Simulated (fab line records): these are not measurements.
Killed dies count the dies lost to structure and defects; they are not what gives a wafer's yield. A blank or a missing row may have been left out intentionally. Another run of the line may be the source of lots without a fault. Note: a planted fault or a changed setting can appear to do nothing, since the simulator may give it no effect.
Split-lot experiment -- flow sky130 -- 23 wafers read from 5 lots, route of 708 steps

THE SPLIT
At SKY_CAPM_SPUTTER_02 (material TiN, target thk 200 nm, time 166.7 s), the setting timeS was moved away from the recipe's 166.7 s on 6 of the 23 wafers read, by -14.0% to -5.2%. The other wafers ran this setting at the recipe's value.

FROM THE SPLIT TO THE READING: what the file shows between them, 2 steps
- SKY_CAPM_RS_MEAS_03: measures by four-point-probe
- SKY_CAPM_THK_MEAS_04: measures by xrf

THE READING
oesProductAu, in a.u., at SKY_CAPM_METAL_ETCH_13 (etches TiN in Cl2/BCl3, stops on SiO2, target depth 220 nm, time 62.9 s). A value of 0.941 a.u. with a standard deviation of 0.0083 a.u. is what fault-free wafers of this fab line usually give.

wafer,"tool, chamber at the split","timeS as run, s",against the recipe,"oesProductAu, a.u.",against lot-mates on the recipe
L077.1,"pvdSputter-01, -",166.7,recipe,0.956,-
L077.2,"pvdSputter-01, -",143.4,-14.0%,0.866,-0.086
L077.3,"pvdSputter-01, -",166.7,recipe,0.949,-
L077.5,"pvdSputter-01, -",143.4,-14.0%,0.861,-0.091
L077.6,"pvdSputter-01, -",143.4,-14.0%,0.872,-0.080
L080.2,"pvdSputter-01, -",166.7,recipe,0.923,-
L080.4,"pvdSputter-01, -",166.7,recipe,0.951,-
L080.5,"pvdSputter-01, -",166.7,recipe,0.933,-
L082.1,"pvdSputter-02, -",166.7,recipe,0.968,-
L082.3,"pvdSputter-02, -",166.7,recipe,0.967,-
L082.4,"pvdSputter-02, -",166.7,recipe,0.946,-
L082.5,"pvdSputter-02, -",166.7,recipe,0.969,-
L082.6,"pvdSputter-02, -",166.7,recipe,0.946,-
L084.1,"pvdSputter-04, -",166.7,recipe,0.949,-
L084.2,"pvdSputter-04, -",158,-5.2%,0.914,-0.030
L084.3,"pvdSputter-04, -",158,-5.2%,0.914,-0.030
L084.5,"pvdSputter-04, -",158,-5.2%,0.929,-0.015
L084.6,"pvdSputter-04, -",166.7,recipe,0.940,-
L085.1,"pvdSputter-01, -",166.7,recipe,0.954,-
L085.2,"pvdSputter-01, -",166.7,recipe,0.940,-
L085.3,"pvdSputter-01, -",166.7,recipe,0.916,-
L085.4,"pvdSputter-01, -",166.7,recipe,0.907,-
L085.5,"pvdSputter-01, -",166.7,recipe,0.937,-

THE FIT
A straight line over all 23 wafers: oesProductAu changes by +0.00551 a.u. for each +1% of timeS; r = +0.87; the points scatter about the line by 0.016 a.u.
The same after taking each lot's own level away (the mean of its wafers on the recipe; 23 wafers): +0.00606 a.u. for each +1%; r = +0.93; scatter 0.012 a.u.
Per that fit: largest timeS move, reading shift of 0.085 a.u.
The span of the lots' own levels, 0.9308 to 0.9592 a.u., comes to 3.4 times the standard deviation stated above.
The two slopes are in agreement: the lot-to-lot level therefore moves the slope only a little.
Check: with one of the wafers moved furthest among these (-14.0%) left out of the fit, the line predicts -0.0831 a.u. for it against its lot-mates. Against them it came out at -0.0865 a.u.

FURTHER SPLITS ON THESE WAFERS
Other splits were also applied to these wafers ahead of the reading. Each is held against what the fit with the lots' levels taken away leaves over:
other split on the same wafers,wafers away from the commonest value,r with oesProductAu (lot level and that fit taken away)
SKY_VIA2_HDPCVD_00 timeS,6,+0.23
SKY_VIA2_CVD_21 tempC,10,+0.08
SKY_METAL3_SPUTTER_04 timeS,10,+0.27

THE WHOLE CHAIN: every reading that the file lists as answering this split, in the file's order
step,what it does,reading,change (the file's fit),r (the file's)
SKY_CAPM_SPUTTER_02,"material TiN, target thk 200 nm, time 166.7 s","TiN_of_CAPM_SPUTTER_02.thkNm (the simulator's own value, which no gauge read)",+2.13 nm for each +1% of the setting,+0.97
SKY_CAPM_RS_MEAS_03,measures by four-point-probe,CAPM_TIN_RS,-0.0847 for each +1% of the setting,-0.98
SKY_CAPM_THK_MEAS_04,measures by xrf,CAPM_TIN_THK,+2.1 for each +1% of the setting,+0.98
SKY_CAPM_METAL_ETCH_13,"etches TiN in Cl2/BCl3, stops on SiO2, target depth 220 nm, time 62.9 s",oesProductAu,+0.00604 a.u. for each +1% of the setting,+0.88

FILE'S OWN FIT
oesProductAu changes by +0.00604 a.u. for each +1% of timeS, r = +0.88.
